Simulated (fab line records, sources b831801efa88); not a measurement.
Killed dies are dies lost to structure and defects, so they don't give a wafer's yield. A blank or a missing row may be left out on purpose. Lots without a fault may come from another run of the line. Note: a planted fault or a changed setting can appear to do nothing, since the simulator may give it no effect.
A single fault, viewed from 2 desks    flow sky130    each desk has only its own numbers; what lay behind them comes last

== TOOL OWNER'S DESK, implanter-03 ==
The tool's own readings at SKY_VT_ADJUST_LVTN_IMPLANT_19, given as means over the sampled wafers that have a number, one for each lot that went through this tool. If a lot's mean is further than 4 standard deviations from the usual mean, the lot is out of limits and carries the mark OUT (the distance appears in the brackets).
Columns: A = dose ions cm2 at SKY_VT_ADJUST_LVTN_IMPLANT_19, usual 6.501e+11; B = faraday current uA at SKY_VT_ADJUST_LVTN_IMPLANT_19, usual 3.66
lot   first seen here  A                            B
L310  day 7 15:55      6.498e+11                    3.71
L311  day 7 19:02      6.499e+11                    3.63
L320  day 10 22:12     6.495e+11                    3.65
L322  day 11 05:59     6.502e+11                    3.73
L328  day 12 21:38     4.815e+11 (-99 or more) OUT  2.71 (-13) OUT
L329  day 13 08:22     4.819e+11 (-99 or more) OUT  2.75 (-13) OUT
L331  day 13 15:48     4.812e+11 (-99 or more) OUT  2.73 (-13) OUT
Finding of this desk: L328, L329, L331 out of limits; the first was L328 at day 12 21:38, on dose ions cm2 at SKY_VT_ADJUST_LVTN_IMPLANT_19. L310, L311, L320, L322: within limits.

== FROM THE METROLOGY DESK ==
What the gauges read for every lot (on any tool): the sampled wafers with a number, averaged. If a lot's mean is further than 4 standard deviations from the usual mean, the lot is out of limits and carries the mark OUT (the distance appears in the brackets).
Columns: A = FIELD_ISO_OXIDATION_00_THK at SKY_FIELD_ISO_THK_MEAS_02, usual 11.92 nm; B = PWDE_TW at SKY_PWDE_TW_MEAS_10, usual 372.1; C = VT_ADJUST_LVTN_2_TW at SKY_VT_ADJUST_LVTN_TW_MEAS_21, usual 187.3; D = cd nm at SKY_POLY_GATE_CD_MEAS_13, usual 149.5 nm
lot   first seen here  A      B      C                 D
L310  day 1 12:19      12.15  370.5  184.8             151.0
L311  day 1 16:39      11.80  369.4  188.3             148.0
L313  day 2 02:38      11.99  373.4  186.3             150.9
L314  day 2 07:56      11.73  372.6  188.3             151.6
L315  day 2 13:15      12.35  373.0  188.8             149.0
L317  day 2 23:50      11.69  373.5  187.9             151.8
L320  day 3 16:49      11.67  375.4  189.0             149.7
L321  day 3 20:41      12.03  369.4  189.9             149.8
L322  day 3 23:53      12.07  371.1  186.3             148.7
L324  day 4 11:13      11.63  372.4  190.0             148.8
L328  day 5 06:51      12.04  373.6  172.8 (-9.6) OUT  150.1
L329  day 5 11:00      12.03  369.9  172.5 (-9.8) OUT  149.8
L331  day 5 21:08      12.05  374.6  171.3 (-11) OUT   149.1
Per this desk, out of limits: L328, L329, L331; the first was L328, day 12 21:52 (VT_ADJUST_LVTN_2_TW at SKY_VT_ADJUST_LVTN_TW_MEAS_21). L310, L311, L313, L314, L315, L317, L320, L321, L322, L324: within limits.

== TAKEN TOGETHER ==
On L328, L329, L331, at day 12 21:38, an alarm was possible from the tool owner's desk.
At day 12 21:52 the metrology desk could have sounded an alarm, on L328, L329, L331.
SKY_VT_ADJUST_LVTN_IMPLANT_19 was run on implanter-03 by each of the lots named.

== WHAT THE SIMULATOR HAD INSERTED ==
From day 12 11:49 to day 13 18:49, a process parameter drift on implanter-03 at SKY_VT_ADJUST_LVTN_IMPLANT_19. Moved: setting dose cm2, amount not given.
Lots struck among those shown: L328, L329, L331.
Time in hours from fault onset to the first out-of-limits reading at each desk: tool owner's desk 10, metrology desk 10.
